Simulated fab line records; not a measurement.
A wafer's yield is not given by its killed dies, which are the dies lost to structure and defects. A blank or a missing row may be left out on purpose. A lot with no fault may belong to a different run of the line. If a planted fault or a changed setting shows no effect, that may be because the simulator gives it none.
Check of tool commonality	flow sky130	33 wafers sampled across 11 lots

WHY THIS WAS OPENED
Of 11 lots, 3 have the reading METAL1_ALCU_RS flagged at SKY_METAL1_RS_MEAS_05. No-fault wafers: 0.1263 ohm/sq, standard deviation 0.0013.
Rule: a lot is flagged in two cases, either no wafer of it has a number, or all its wafers with numbers fall more than 4 standard deviations from that mean. The rest of the lots are taken to be sound.

lot	measured	on	METAL1_ALCU_RS (ohm/sq), wafer by wafer	flag
L779	day 32 23:50	film_metro-02	0.1273 0.1251 0.1257	
L783	day 33 04:01	film_metro-01	0.1259 0.1239 0.1250	
L784	day 33 17:08	film_metro-04	0.1266 0.1249 0.1258	
L785	day 33 17:25	film_metro-01	0.1261 0.1271 0.1260	
L794	day 36 22:22	film_metro-01	8.5578 8.5567 8.6074	FLAGGED
L792	day 36 23:05	film_metro-01	8.4809 8.5588 8.5734	FLAGGED
L796	day 37 00:37	film_metro-01	8.4405 8.4588 8.5410	FLAGGED
L797	day 37 23:12	film_metro-02	0.1257 0.1256 0.1250	
L800	day 38 08:14	film_metro-01	0.1258 0.1253 0.1252	
L798	day 38 08:36	film_metro-02	0.1248 0.1255 0.1269	
L801	day 38 11:12	film_metro-04	0.1258 0.1237 0.1260	
On average the flagged lots read 8.5306 ohm/sq, which is +8.4043 ohm/sq against the usual, or +99 or more standard deviations.

LOT BY LOT: THE TOOL USED
Before the reading, the record contains 2 process steps out of a 708-step route. Every cell lists first the tool, next ch and the chambers used by the sampled wafers, and last the start.
lot	flag	SKY_METAL1_SPUTTER_00	SKY_METAL1_SPUTTER_02
L779		pvd_sputter-04, day 32 23:42	pvd_sputter-04, day 32 23:45
L783		pvd_sputter-02, day 33 03:51	pvd_sputter-02, day 33 03:54
L784		pvd_sputter-04, day 33 16:58	pvd_sputter-04, day 33 17:01
L785		pvd_sputter-03, day 33 17:16	pvd_sputter-03, day 33 17:19
L794	FLAGGED	pvd_sputter-04, day 36 22:13	pvd_sputter-04, day 36 22:16
L792	FLAGGED	pvd_sputter-04, day 36 22:57	pvd_sputter-04, day 36 23:00
L796	FLAGGED	pvd_sputter-03, day 37 00:28	pvd_sputter-03, day 37 00:31
L797		pvd_sputter-02, day 37 23:04	pvd_sputter-02, day 37 23:07
L800		pvd_sputter-03, day 38 08:04	pvd_sputter-03, day 38 08:07
L798		pvd_sputter-02, day 38 08:26	pvd_sputter-02, day 38 08:29
L801		pvd_sputter-04, day 38 11:02	pvd_sputter-04, day 38 11:05
These steps, and what they do:
- SKY_METAL1_SPUTTER_00: material Ti, target thk 15 nm, time 10 s.
- SKY_METAL1_SPUTTER_02: material AlCu, target thk 250 nm, time 13.3 s.
- SKY_METAL1_RS_MEAS_05: measures by four-point-probe.

FLAGGED AGAINST TOTAL, ONE TOOL AT A TIME (gauges that did the reading follow at the end)
step	tool	lots run	flagged	share of the flagged lots	sound lots run after its first flagged lot
SKY_METAL1_SPUTTER_00	pvd_sputter-02	3	0	none	-
SKY_METAL1_SPUTTER_00	pvd_sputter-03	3	1	some	1 (L800)
SKY_METAL1_SPUTTER_00	pvd_sputter-04	5	2	some	1 (L801)
SKY_METAL1_SPUTTER_02	pvd_sputter-02	3	0	none	-
SKY_METAL1_SPUTTER_02	pvd_sputter-03	3	1	some	1 (L800)
SKY_METAL1_SPUTTER_02	pvd_sputter-04	5	2	some	1 (L801)
SKY_METAL1_RS_MEAS_05	film_metro-01	6	3	all	1 (L800)
SKY_METAL1_RS_MEAS_05	film_metro-02	3	0	none	-
SKY_METAL1_RS_MEAS_05	film_metro-04	2	0	none	-

WHAT IS ALLOWED BY THE TABLE
1 row of the table ran every flagged lot: film_metro-01 at SKY_METAL1_RS_MEAS_05.
- film_metro-01 at SKY_METAL1_RS_MEAS_05: 3 of its 6 lots flagged. After the first flagged lot (L800), sound lots still ran on it; a lasting fault on the whole tool would not permit that.
There is no row in the table that ran each flagged lot and no sound lot after the first.

WHAT WAS PUT IN BY THE SIMULATOR
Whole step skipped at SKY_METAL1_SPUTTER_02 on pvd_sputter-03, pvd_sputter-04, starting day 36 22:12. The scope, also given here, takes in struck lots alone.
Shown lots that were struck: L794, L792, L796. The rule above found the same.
